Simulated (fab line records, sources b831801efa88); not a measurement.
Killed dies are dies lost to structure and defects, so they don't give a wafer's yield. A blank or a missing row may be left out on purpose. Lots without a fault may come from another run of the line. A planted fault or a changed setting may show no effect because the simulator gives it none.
A struck lot beside a sound one | flow sky130 | 19 steps out of a route of 708
Sound: wafers L843.1, L843.2, L843.4. Struck: wafers L852.2, L852.3, L852.4. The cause comes at the end.
At each step with rows: each side's tool, then ch and its chambers, then its first start. Under that, the readings that differ: sound wafers | struck wafers | difference of the means | sigmas: that difference in standard deviations of wafers without a fault.
alike: readings whose means differ by less than 2 such deviations, and words and numbers that are the same on both sides. not compared: withheld readings, readings that some wafer has no value for, bounds like >300 that may hide the same value, and numbers for which the record gives no deviation and whose values overlap.
The two part at a step that has a row with sigmas, a row that says differs or no value, or rows on one side only. Numbers that don't overlap but have no deviation are shown without sigmas and don't part them. A reading that every wafer of one side lacks parts them only if that side has two wafers or more.

first, 4 steps without rows for these wafers: SKY_NWELL_SOFTBAKE_06; SKY_NWELL_EXPOSE_07 (exposes mask NWM, target cd 840 nm); SKY_NWELL_PEB_08; SKY_NWELL_DEVELOP_09 (develop time 60 s).
SKY_NWELL_OVL_MEAS_10:
  sound on overlay-02, day 5 03:56; struck on overlay-01, day 7 05:44
  alike: NWELL_00_OVL
then, 3 steps without rows for these wafers: SKY_NWELL_IMPLANT_11; SKY_NWELL_IMPLANT_12; SKY_NWELL_IMPLANT_13.
SKY_NWELL_STRIP_14: strips in O2/N2.
  sound on plasma_asher-02 ch 0,1, day 5 04:25; struck on plasma_asher-01 ch 0,1, day 7 06:13
  alike: drypump_motor_current_A, o2_flow_sccm, oes_product_au, strip_time_to_endpoint_s
  not compared: rf_hours_counter_h
SKY_NWELL_TW_MEAS_15:
  sound on film_metro-03, day 5 04:31; struck on film_metro-01, day 7 06:20
  reading  | sound          | struck         | difference | sigmas
  NWELL_TW | 1794 1793 1796 | 1830 1826 1825 | +33        | +2
then, 2 steps without rows for these wafers: SKY_NWELL_DEHYDRATE_16 (time 60 s); SKY_NWELL_HMDS_17 (prime time 60 s).
SKY_NWELL_COAT_18: resist thk 3000 nm.
  sound on litho_track-01 ch 0, day 5 13:20; struck on litho_track-02, day 7 16:32
  no value came back on the struck wafers for chill_plate_temp_C (C), dispense_pressure_kPa (kPa); on the sound wafers chill_plate_temp_C (C) reads 22.86 22.87 22.91
then, 4 steps without rows for these wafers: SKY_NWELL_SOFTBAKE_19; SKY_NWELL_EXPOSE_20 (exposes mask NWM COMPLEMENT, target cd 840 nm); SKY_NWELL_PEB_21; SKY_NWELL_DEVELOP_22 (develop time 60 s).
SKY_NWELL_OVL_MEAS_23:
  sound on overlay-01, day 5 23:04; struck on overlay-02, day 8 02:05
  reading           | sound         | struck | difference                    | sigmas
  NWELL_01_OVL (nm) | 1.6 -0.3 -0.9 | - - -  | no value on the struck wafers |
then, 1 step without rows for these wafers: SKY_NWELL_IMPLANT_24.

WHERE THEY PART
First at SKY_NWELL_TW_MEAS_15; last, within this record, at SKY_NWELL_OVL_MEAS_23.

WHY: what the simulator had put in
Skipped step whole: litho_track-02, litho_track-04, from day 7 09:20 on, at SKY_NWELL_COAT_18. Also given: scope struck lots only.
